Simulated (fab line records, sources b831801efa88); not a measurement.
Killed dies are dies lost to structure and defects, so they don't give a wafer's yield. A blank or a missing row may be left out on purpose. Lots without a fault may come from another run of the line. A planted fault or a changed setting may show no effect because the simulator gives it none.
Which tool did it? | flow sky130 | 11 lots, 33 wafers sampled, at 5 steps of a route of 708

WHAT THE GAUGES READ, wafer by wafer
SKY_VIA2_THK_MEAS_23: measures by xrf. Usual: VIA2_W_THK 413 nm, standard deviation 5.1.
lot  | measured     | on            | VIA2_W_THK (nm) | flag
L153 | day 37 04:49 | film_metro-04 | 410 406 409     |
L158 | day 38 14:19 | film_metro-02 | 418 417 416     |
L160 | day 39 21:10 | film_metro-04 | 416 416 413     |
L163 | day 40 10:10 | film_metro-01 | 416 405 417     |
L164 | day 41 04:11 | film_metro-02 | 404 417 422     |
L165 | day 41 04:57 | film_metro-02 | 421 420 416     |
L167 | day 41 12:51 | film_metro-01 | 407 419 418     |
L166 | day 41 14:07 | film_metro-01 | 408 407 413     |
L169 | day 42 00:40 | film_metro-04 | 406 410 401     |
L173 | day 43 05:16 | film_metro-02 | 413 412 410     |
L174 | day 43 06:29 | film_metro-02 | 410 415 410     |

SKY_CAPM_THK_MEAS_01. Usual: CAPM_CVD_00_THK 15.51 nm, standard deviation 0.27.
lot  | measured     | on            | CAPM_CVD_00_THK (nm) | flag
L153 | day 37 05:21 | film_metro-03 | 15.40 15.81 16.08    |
L158 | day 38 14:51 | film_metro-01 | 15.29 15.31 15.51    |
L160 | day 39 21:43 | film_metro-01 | 15.36 15.63 16.00    |
L163 | day 40 10:43 | film_metro-01 | 15.12 15.50 15.66    |
L164 | day 41 04:44 | film_metro-03 | 13.81 13.58 14.01    | OFF
L165 | day 41 05:29 | film_metro-03 | 13.91 13.71 14.06    | OFF
L167 | day 41 13:40 | film_metro-02 | 13.77 14.00 14.05    | OFF
L166 | day 41 14:52 | film_metro-03 | 15.44 15.83 15.81    |
L169 | day 42 01:12 | film_metro-01 | 13.96 14.10 13.74    | OFF
L173 | day 43 05:49 | film_metro-01 | 14.92 15.34 15.31    |
L174 | day 43 07:02 | film_metro-02 | 15.14 15.60 15.90    |

WHICH TOOL RAN EACH LOT (tool, then ch and the chambers of the sampled wafers, then the start)
lot  | SKY_METAL2_STRIP_20                  | SKY_VIA2_SPUTTER_20          | SKY_CAPM_CVD_00
L153 | plasma_asher-04 ch 0,1, day 36 00:10 | pvd_sputter-04, day 37 04:31 | pecvd-04 ch 1,2, day 37 05:20
L158 | plasma_asher-02 ch 0,1, day 37 10:20 | pvd_sputter-04, day 38 13:59 | pecvd-04 ch 1,2, day 38 14:49
L160 | plasma_asher-02 ch 0,1, day 38 18:04 | pvd_sputter-02, day 39 20:52 | pecvd-04 ch 0,1,2, day 39 21:41
L163 | plasma_asher-02 ch 0,1, day 39 06:31 | pvd_sputter-04, day 40 09:52 | pecvd-01 ch 0,2, day 40 10:41
L164 | plasma_asher-02 ch 0,1, day 40 01:10 | pvd_sputter-02, day 41 03:53 | pecvd-04 ch 1,2, day 41 04:43
L165 | plasma_asher-04 ch 0,1, day 40 01:13 | pvd_sputter-02, day 41 04:38 | pecvd-04 ch 0,1, day 41 05:28
L167 | plasma_asher-04 ch 1, day 40 09:40   | pvd_sputter-04, day 41 12:32 | pecvd-04 ch 0,1, day 41 13:38
L166 | plasma_asher-04 ch 0,1, day 40 10:59 | pvd_sputter-02, day 41 13:47 | pecvd-01 ch 0,2, day 41 14:50
L169 | plasma_asher-02 ch 0,1, day 40 22:49 | pvd_sputter-04, day 42 00:22 | pecvd-04 ch 0,1,2, day 42 01:11
L173 | plasma_asher-04 ch 0,1, day 42 03:07 | pvd_sputter-01, day 43 04:57 | pecvd-01 ch 0,1, day 43 05:47
L174 | plasma_asher-02 ch 0,1, day 42 04:25 | pvd_sputter-02, day 43 06:11 | pecvd-03 ch 0,2, day 43 07:01
- SKY_METAL2_STRIP_20: strips in O2/N2.
- SKY_VIA2_SPUTTER_20: material TiN, target thk 20 nm, time 80 s.
- SKY_CAPM_CVD_00: deposits SiO2, target thk 15.5 nm.

WHAT THE TOOLS THEMSELVES READ (means of the sampled wafers that have a number; where no wafer has one, the mark that the record gives instead)
SKY_METAL2_STRIP_20. Usual: chamber_pressure_mTorr 1499 mTorr, standard deviation 7.5; drypump_motor_current_A 5.4 A, standard deviation 0.31; oes_product_au 0.345 a.u., standard deviation 0.0049; strip_time_to_endpoint_s 2.74 s, standard deviation 0.054.
lot  | tool            | chamber_pressure_mTorr (mTorr) | drypump_motor_current_A (A) | oes_product_au (a.u.) | strip_time_to_endpoint_s (s) | flag
L153 | plasma_asher-04 | 1500                           | 5.3                         | 0.340                 | 2.72                         |
L158 | plasma_asher-02 | 1499                           | 5.4                         | 0.345                 | 2.74                         |
L160 | plasma_asher-02 | 1500                           | 5.6                         | 0.349                 | 2.75                         |
L163 | plasma_asher-02 | 1499                           | 5.4                         | 0.343                 | 2.70                         |
L164 | plasma_asher-02 | 1499                           | 5.6                         | 0.343                 | 2.78                         |
L165 | plasma_asher-04 | 1501                           | 5.4                         | 0.345                 | 2.72                         |
L167 | plasma_asher-04 | 1500                           | 5.7                         | 0.350                 | 2.77                         |
L166 | plasma_asher-04 | 1500                           | 5.5                         | 0.348                 | 2.76                         |
L169 | plasma_asher-02 | 1501                           | 5.4                         | 0.340                 | 2.68                         |
L173 | plasma_asher-04 | 1499                           | 5.2                         | 0.339                 | 2.72                         |
L174 | plasma_asher-02 | 1500                           | 5.4                         | 0.346                 | 2.79                         |

SKY_VIA2_SPUTTER_20. Usual: throttle_valve_pct 29.7 %, standard deviation 0.7.
lot  | tool           | throttle_valve_pct (%) | flag
L153 | pvd_sputter-04 | 28.9                   |
L158 | pvd_sputter-04 | 29.3                   |
L160 | pvd_sputter-02 | 29.5                   |
L163 | pvd_sputter-04 | 29.3                   |
L164 | pvd_sputter-02 | 30.2                   |
L165 | pvd_sputter-02 | 30.0                   |
L167 | pvd_sputter-04 | 29.1                   |
L166 | pvd_sputter-02 | 30.3                   |
L169 | pvd_sputter-04 | 29.3                   |
L173 | pvd_sputter-01 | 30.5                   |
L174 | pvd_sputter-02 | 30.1                   |

SKY_CAPM_CVD_00. Usual: heater_power_w 711 W, standard deviation 82.
lot  | tool     | heater_power_w (W) | flag
L153 | pecvd-04 | 699                |
L158 | pecvd-04 | 751                |
L160 | pecvd-04 | 723                |
L163 | pecvd-01 | 620                |
L164 | pecvd-04 | 731                |
L165 | pecvd-04 | 725                |
L167 | pecvd-04 | 765                |
L166 | pecvd-01 | 636                |
L169 | pecvd-04 | 741                |
L173 | pecvd-01 | 658                |
L174 | pecvd-03 | 776                |

THE ANSWER, worked out from the rows above alone
Rule: a lot is off if the mean of its wafers that have a number lies more than 3 standard deviations from the usual mean. A lot without any number at a reading at which 4 lots or more have one is off too. The other lots that the step has rows for count as sound. The gauges are gone through in route order, then the tools' own readings, and for those a lot's mean is taken as printed above. The first step at which some lot is off is used, and at that step the reading that is off furthest; a lot without a number counts as furthest.
Off: L164, L165, L167, L169, at SKY_CAPM_THK_MEAS_01 (CAPM_CVD_00_THK).
A tool fits if, at a process step before that reading, it ran every lot that is off, and no sound lot after the first of them. The gauges at SKY_CAPM_THK_MEAS_01 are tried like those tools. One fits: pecvd-04 at SKY_CAPM_CVD_00. Its last sound lot is L160 (day 39 21:41), its first lot that is off L164 (day 41 04:43): a fault that began between those two fits.

WHAT THE SIMULATOR HAD PUT IN
Site profile drift: pecvd-04, from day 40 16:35 on, at SKY_CAPM_CVD_00. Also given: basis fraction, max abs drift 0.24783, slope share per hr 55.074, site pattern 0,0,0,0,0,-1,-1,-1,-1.
Lots struck among those shown: L164, L165, L167, L169. The rule above found the same.
